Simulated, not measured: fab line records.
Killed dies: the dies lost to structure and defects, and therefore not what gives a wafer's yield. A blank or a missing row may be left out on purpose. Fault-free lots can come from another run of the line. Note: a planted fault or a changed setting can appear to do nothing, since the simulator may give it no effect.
A lot that was struck, set against a sound lot + flow sky130 + 15 out of 708 route steps
Sound: wafers L211.2, L211.4, L211.5. Struck: wafer L221.2 (left out: L221.1, L221.6 of the same lot, which were not struck); the cause appears at the end.
Each step with rows lists, per side, the tool, then ch with its chambers, then its first start. Under that, the readings that differ: sound wafers + struck wafers + difference of the means + sigmas: that difference in standard deviations of wafers without a fault.
alike: same words and numbers on both sides, and readings whose means sit less than 2 such deviations apart. not compared: any withheld reading, any reading some wafer has no value for, any bound like >300 that may hide the same value, and any number with overlapping values for which the record gives no deviation.
Wherever a step has rows on one side only, a row that says differs or no value, or a row with sigmas, the two part there. Numbers that have no deviation but don't overlap get no sigmas and don't part them. A reading missing from all wafers of one side parts the sides only when that side holds two or more wafers.

first, 8 steps without rows for these wafers: SKY_FIELD_ISO_DEHYDRATE_05 (time 60 s); SKY_FIELD_ISO_HMDS_06 (prime time 60 s); SKY_FIELD_ISO_COAT_07 (resist thk 60 nm); SKY_FIELD_ISO_COAT_08 (resist thk 450 nm); SKY_FIELD_ISO_SOFTBAKE_09 (time 90 s); SKY_FIELD_ISO_EXPOSE_10 (exposes mask FOM, target cd 150 nm); SKY_FIELD_ISO_PEB_11; SKY_FIELD_ISO_DEVELOP_12 (develop time 60 s).
SKY_FIELD_ISO_CD_MEAS_13: the cd target is 150 nm.
  sound: cd_sem-02 at day 2 09:41; struck: cd_sem-01 at day 4 13:10
  alike: cd_nm
SKY_FIELD_ISO_ETCH_14: etches BARC in N2/H2, stops on SiO2, time 45.9 s, target depth 60 nm.
  sound on rie_diel-01 ch 0,1,2, day 2 09:47; struck on rie_diel-04 ch 1, day 4 13:17
| reading                     | sound                | struck | difference | sigmas |
|-----------------------------|----------------------|--------|------------|--------|
| drypump_motor_current_A (A) | 5.4 5.4 5.1          | 6.8    | +1.5       | +3     |
| rf_fwd_power_W (W)          | 497.6 494.2 489.8    | 498.0  | +4.1       | +2     |
| throttle_valve_pct (%)      | 13.243 13.227 13.228 | 13.208 | -0.025     | -3     |
  alike: oes_product_au
  not compared: rf_hours_counter_h
SKY_FIELD_ISO_ETCH_15: etches the open film in CHF3/O2, stops on Si, target depth 180 nm, time 72 s.
  sound on rie_diel-01 ch 0,1,2, day 2 09:50; struck on rie_diel-04 ch 1, day 4 13:20
| reading                     | sound       | struck | difference | sigmas |
|-----------------------------|-------------|--------|------------|--------|
| drypump_motor_current_A (A) | 5.4 5.4 5.1 | 6.8    | +1.5       | +3     |
  alike: oes_product_au, rf_fwd_power_W, throttle_valve_pct
  not compared: rf_hours_counter_h
SKY_FIELD_ISO_STRIP_16: strips in O2/N2.
  sound on plasma_asher-04 ch 0, day 2 09:53; struck on plasma_asher-04 ch 0, day 4 13:23
| reading               | sound             | struck | difference | sigmas |
|-----------------------|-------------------|--------|------------|--------|
| oes_product_au (a.u.) | 0.384 0.378 0.384 | 0.372  | -0.010     | -3     |
  alike: drypump_motor_current_A, strip_time_to_endpoint_s
  not compared: rf_hours_counter_h
SKY_FIELD_ISO_ETCH_17: etches Si in HBr/Cl2/O2, target depth 342 nm, time 97.7 s.
  sound on rie_si-02 ch 0,1,3, day 2 09:59; struck on rie_si-01 ch 0, day 4 13:29
| reading                               | sound                | struck | difference | sigmas |
|---------------------------------------|----------------------|--------|------------|--------|
| oes_product_au (a.u.)                 | 1.001 1.006 0.991    | 1.062  | +0.063     | +8     |
| rf_fwd_power_W (W)                    | 595.5 596.8 595.5    | 692.9  | +97.0      | +48    |
| throttle_valve_pct (%)                | 25.674 25.658 25.634 | 25.600 | -0.055     | -5     |
| model.etch.depth_nm (nm)              | 340.8 345.7 338.6    | 375.6  | +33.9      |        |
| model.FIELD_ISO.feature_depth_nm (nm) | 340.8 345.7 338.6    | 375.6  | +33.9      |        |
  alike: drypump_motor_current_A
  not compared: rf_hours_counter_h
then, 1 step without rows for these wafers: SKY_FIELD_ISO_WET_ETCH_18 (etches Si3N4 in H3PO4, target depth 25 nm, time 286 s).
-- a jump in the record: the struck wafers' starts before and after are 44 days apart (it breaks off in module FIELD_ISO and resumes in module PAD_OPEN, where the first step shown is number 708 of the route) --
SKY_PAD_OPEN_PROBE_99:
  sound: prober-02 at day 46 00:41; struck: prober-02 at day 48 20:11
| reading                                 | sound                         | struck    | difference | sigmas |
|-----------------------------------------|-------------------------------|-----------|------------|--------|
| model.etest.res_p_drift_20v.line_ohm_um | 1.15e+04 1.181e+04 1.106e+04  | 1.758e+04 | +6.123e+03 |        |
| model.etest.res_p_drift_20v.rs_ohm_sq   | 9740 9964 9381                | 1.455e+04 | +4.855e+03 |        |
| model.etest.pfet_16v.r_on_ohm_um        | 1.538e+04 1.548e+04 1.521e+04 | 1.761e+04 | +2.253e+03 |        |
| model.etest.res_iso_pwell.rs_ohm_sq     | 2843 2910 2771                | 4645      | +1804      |        |
| model.etest.res_iso_pwell.line_ohm_um   | 1072 1100 1030                | 1777      | +710       |        |
| model.etest.res_nwell.rs_ohm_sq         | 1026 1041 1003                | 1052      | +29        |        |
| model.etest.res_nwell.line_ohm_um       | 1261 1270 1234                | 1204      | -51        |        |
| model.etest.pfet_16v.drive_ua_um        | 238.3 239.6 238.8             | 209.8     | -29.1      |        |
  alike: killed_at_M0_to_M3, killed_at_M4_up, killed_at_contacts, killed_at_front_end, killed_at_other, killed_dies, killed_open, killed_short

WHERE THEY PART
First at SKY_FIELD_ISO_ETCH_14; last, within this record, at SKY_FIELD_ISO_ETCH_17. Later steps at which nothing parts them and some readings are alike: SKY_PAD_OPEN_PROBE_99.

WHY: what had been put in by the simulator
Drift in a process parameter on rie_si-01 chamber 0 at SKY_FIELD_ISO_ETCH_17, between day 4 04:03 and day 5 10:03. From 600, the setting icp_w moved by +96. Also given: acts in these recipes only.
